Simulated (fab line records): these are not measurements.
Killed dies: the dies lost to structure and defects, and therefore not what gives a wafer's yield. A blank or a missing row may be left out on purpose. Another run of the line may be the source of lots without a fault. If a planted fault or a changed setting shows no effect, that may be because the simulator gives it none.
Chamber matching ; flow sky130 ; cmp-01 running SKY_LI_CONTACT_CMP_02: 4 sister chambers
The step polishes PSG. 14 wafers are shown with their chamber, then 7 later ones without.

== WAFERS WITH THEIR CHAMBER ==
wafer;chamber;motorCurrentA (A);edgeZonePressureFrac;headPressurePsi (psi)
L423.1;3;12.9;1.004;4.011
L423.2;2;11.2;0.999;3.992
L423.3;1;13.2;1.014;3.992
L428.3;0;11.8;1.004;3.984
L428.4;2;11.9;1.001;3.993
L428.5;0;11.5;0.996;3.991
L437.1;3;13.1;0.994;4.009
L437.4;0;11.8;0.996;3.992
L437.5;1;13.1;1.006;4.010
L439.1;3;12.2;1.002;4.001
L439.3;1;13.0;1.007;3.993
L439.6;1;13.2;1.004;3.993
L440.1;2;10.9;0.999;4.000
L440.3;3;13.1;1.003;3.994

SIGNATURES (averages over the wafers above)
reading;chamber 0;chamber 1;chamber 2;chamber 3;scatter within a chamber
motorCurrentA;11.700;13.125;11.333;12.825;0.341
edgeZonePressureFrac;0.99867;1.00775;0.99967;1.00075;0.00406
headPressurePsi;3.98900;3.99700;3.99500;4.00375;0.00696
Rule: a wafer's distance from a chamber is the root of the sum, over the readings, of the square of ((its reading less the chamber's mean) divided by the reading's scatter). The wafer belongs to the nearest chamber; if the next one is less than 2 further off, it can't be placed. The scatter is the square root of a quotient: the sum, over the shown wafers, of each reading's squared deviation from its chamber's mean, divided by wafers minus chambers.

== WAFERS WITH NO CHAMBER GIVEN ==
wafer;motorCurrentA (A);edgeZonePressureFrac;headPressurePsi (psi)
L440.4;13.2;0.998;4.009
L444.1;11.3;0.998;4.018
L444.4;12.7;1.003;3.990
L444.5;12.3;1.003;3.988
L446.3;12.8;1.008;4.005
L446.4;12.5;0.993;4.002
L446.5;10.9;0.998;3.997

== CHAMBER TAKEN BY EACH ==
wafer;from the rows above;in truth
L440.4;can't be placed: 3 or 1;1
L444.1;can't be placed: 2 or 0 or 3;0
L444.4;can't be placed: 1 or 3 or 0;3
L444.5;can't be placed: 0 or 3 or 1 or 2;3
L446.3;can't be placed: 1 or 3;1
L446.4;can't be placed: 3 or 0 or 2 or 1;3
L446.5;can't be placed: 2 or 0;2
Correctly placed: 0 of 7. Can't be placed from these rows: 7 (the true chamber is among the candidates in 7). Number placed wrongly: 0.
